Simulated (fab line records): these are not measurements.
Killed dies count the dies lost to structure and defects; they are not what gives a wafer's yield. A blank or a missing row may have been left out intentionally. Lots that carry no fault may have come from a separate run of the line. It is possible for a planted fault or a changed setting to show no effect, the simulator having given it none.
Comparing a struck lot with a sound one -- flow sky130 -- 33 steps out of a route of 708
Sound: the wafers L725.2, L725.3, L725.4. The struck wafers were L719.1, L719.2, L719.4. Last of all comes the cause.
Each step with rows lists, per side, the tool, then ch with its chambers, then its first start. Under that, the readings that differ: sound wafers -- struck wafers -- difference of the means -- sigmas: that difference in standard deviations of wafers without a fault.
alike: words and numbers the same on both sides, and readings whose means are apart by under 2 such deviations; not compared: readings that were withheld, readings missing a value for some wafer, numbers with overlapping values and no deviation given by the record, and bounds like >300 which may hide the same value.
Wherever a step has rows on one side only, a row that says differs or no value, or a row with sigmas, the two part there. When numbers do not overlap yet have no deviation, they are printed without sigmas and do not part them. A reading that every wafer of one side lacks parts them only if that side has two wafers or more.

first, 8 steps without rows for these wafers: SKY_LOCAL_INTERCONNECT_ETCH_13 (etches BARC in N2/H2, stops on SiO2, time 45.9 s, target depth 60 nm); SKY_LOCAL_INTERCONNECT_METAL_ETCH_14 (etches TiN in Cl2/BCl3, stops on PSG, target depth 110 nm, time 31.4 s); SKY_LOCAL_INTERCONNECT_STRIP_15 (strips in O2/N2); SKY_LOCAL_INTERCONNECT_STRIP_16 (strips in post etch residue remover, time 1200 s); SKY_LOCAL_INTERCONNECT_CLEAN_17 (cleans in IPA, time 180 s); SKY_LOCAL_INTERCONNECT_CLEAN_18 (cleans in O3/DIW); SKY_CONTACT_CVD_00 (deposits Si3N4, target thk 75 nm); SKY_CONTACT_HDPCVD_02 (deposits SiO2, target thk 565 nm, time 94.2 s).
SKY_CONTACT_CMP_04: polishes SiO2.
  sound on cmp-02 ch 1,2,3, day 37 18:23; struck on cmp-01 ch 0,1,2, day 36 01:53
reading,sound,struck,difference,sigmas
headPressurePsi (psi),4.006 3.989 3.994,2.597 2.593 2.597,-1.401,-99 or more
motorCurrentA (A),11.0 12.5 10.6,9.5 8.1 8.9,-2.5,-3
timeToEndpointS (s),86 84 92,110 109 112,+23,+5
model.SiO2_of_CONTACT_HDPCVD_02.thkNm (nm),340.4 341.8 341.9,374.7 374.4 377.8,+34.3,
  alike: retainingRingPressureFrac
SKY_CONTACT_BOW_MEAS_05:
  sound on filmMetro-01, day 37 18:42; struck on filmMetro-04, day 36 02:28
reading,sound,struck,difference,sigmas
CONTACT_BOW (um),72 78 84,- - -,no value on the struck wafers,
  not compared: hold
then, 8 steps without rows for these wafers: SKY_CONTACT_HMDS_07 (prime time 60 s); SKY_CONTACT_COAT_08 (resist thk 60 nm); SKY_CONTACT_COAT_09 (resist thk 450 nm); SKY_CONTACT_SOFTBAKE_10 (time 90 s); SKY_CONTACT_EXPOSE_11 (exposes mask CTM1, target cd 170 nm); SKY_CONTACT_PEB_12; SKY_CONTACT_DEVELOP_13 (develop time 60 s); SKY_CONTACT_ETCH_16 (etches BARC in N2/H2, stops on SiO2, time 45.9 s, target depth 60 nm).
SKY_CONTACT_ETCH_17: etches SiO2 in C4F8/O2/Ar, stops on Si3N4, target depth 340 nm.
  sound on rieDiel-01 ch 0,1,3, day 38 20:10; struck on rieDiel-02 ch 1,2,3, day 37 04:04
reading,sound,struck,difference,sigmas
oesProductAu (a.u.),0.886 0.891 0.890,0.944 0.945 0.942,+0.055,+11
model.CONTACT.featureDepthNm (nm),340.4 341.8 341.9,374.7 374.4 377.8,+34.3,
model.etch.depthNm (nm),340.4 341.8 341.9,374.7 374.4 377.8,+34.3,
then, 13 steps without rows for these wafers: SKY_CONTACT_ETCH_18 (etches Si3N4 in CHF3/O2, stops on TiN, time 39 s, target depth 75 nm); SKY_CONTACT_STRIP_19 (strips in O2/N2); SKY_CONTACT_STRIP_20 (strips in post etch residue remover, time 1200 s); SKY_CONTACT_CLEAN_21 (cleans in IPA, time 180 s); SKY_CONTACT_CLEAN_22 (cleans in O3/DIW); SKY_CONTACT_SPUTTER_23 (material TiN, target thk 20 nm, time 80 s); SKY_CONTACT_CVD_24 (deposits W, target thk 340 nm, time 102.12 s); SKY_CONTACT_CMP_27 (polishes, stops on SiO2, t overpolish 15 s, target thk 0 nm); SKY_METAL1_SPUTTER_00 (material Ti, target thk 15 nm, time 10 s); SKY_METAL1_SPUTTER_01 (material TiN, target thk 20 nm, time 16.7 s); SKY_METAL1_SPUTTER_02 (material AlCu, target thk 250 nm, time 13.3 s); SKY_METAL1_SPUTTER_03 (material Ti, target thk 5 nm, time 3.3 s); SKY_METAL1_SPUTTER_04 (material TiN, target thk 70 nm, time 58.3 s).
SKY_METAL1_METAL_ETCH_19: etches the open film in Cl2/BCl3, stops on SiO2, target depth 360 nm, time 78 s.
  sound on rieMetal-04 ch 0,1, day 39 22:46; struck on rieMetal-03 ch 0,1, day 38 07:26
reading,sound,struck,difference,sigmas
model.SiO2_of_CONTACT_HDPCVD_02.thkNm (nm),326.6 328 328.1,360 359.9 363.1,+33,
  alike: drypumpMotorCurrentA, oesProductAu, throttleValvePct
  not compared: rfHoursCounterH

## WHERE THEY PART
Earliest at SKY_CONTACT_CMP_04; latest, in this record, at SKY_CONTACT_ETCH_17. Later steps at which nothing parts them and some readings are alike: SKY_METAL1_METAL_ETCH_19.

WHY: what the simulator had put in
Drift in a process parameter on cmp-01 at SKY_CONTACT_CMP_04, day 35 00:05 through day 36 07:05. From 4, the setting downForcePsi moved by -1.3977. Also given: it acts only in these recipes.
